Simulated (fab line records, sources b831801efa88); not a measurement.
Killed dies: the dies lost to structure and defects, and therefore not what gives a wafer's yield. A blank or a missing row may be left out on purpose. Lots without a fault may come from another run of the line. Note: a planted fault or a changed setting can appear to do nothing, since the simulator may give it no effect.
Chamber matching    flow gf180mcu    GF_PASSIVATION_CVD_00 on pecvd-03: 3 sister chambers
The step deposits SiO2 from TEOS, target thk 1000 nm, time 116.6 s. 3 wafers are shown with their chamber, then 7 later ones without.

== EACH WAFER AND ITS CHAMBER ==
wafer   chamber  heater-power-w (W)
L587.1  2        711
L589.1  0        886
L589.3  1        767

== WAFERS WITHOUT THEIR CHAMBER ==
wafer   heater-power-w (W)
L589.5  729
L590.3  642
L590.5  886
L590.6  705
L595.1  726
L595.3  672
L595.6  768

== WHICH CHAMBER EACH WENT THROUGH ==
wafer   from the rows above      in truth
L589.5  can't be placed: 2 or 1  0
L590.3  can't be placed: 2 or 1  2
L590.5  0                        0
L590.6  can't be placed: 2 or 1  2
L595.1  can't be placed: 2 or 1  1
L595.3  can't be placed: 2 or 1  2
L595.6  can't be placed: 1 or 2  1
Correctly placed: 1 of 7. Unplaceable from these rows: 6, with the true chamber sitting among the candidates in 5. Placed wrongly: 0.
How it was worked out, from the rows above alone: a wafer's distance from a chamber is the root of the sum, over the readings, of the square of ((its reading less the chamber's mean) divided by the reading's scatter). If the next closest chamber is less than 2 further off than the closest, the wafer can't be placed; otherwise it belongs to the closest. Each chamber's mean is taken over the wafers shown for it. The scatter: root of mean squared gap, hidden wafer to nearest shown wafer, with one shown wafer a chamber.
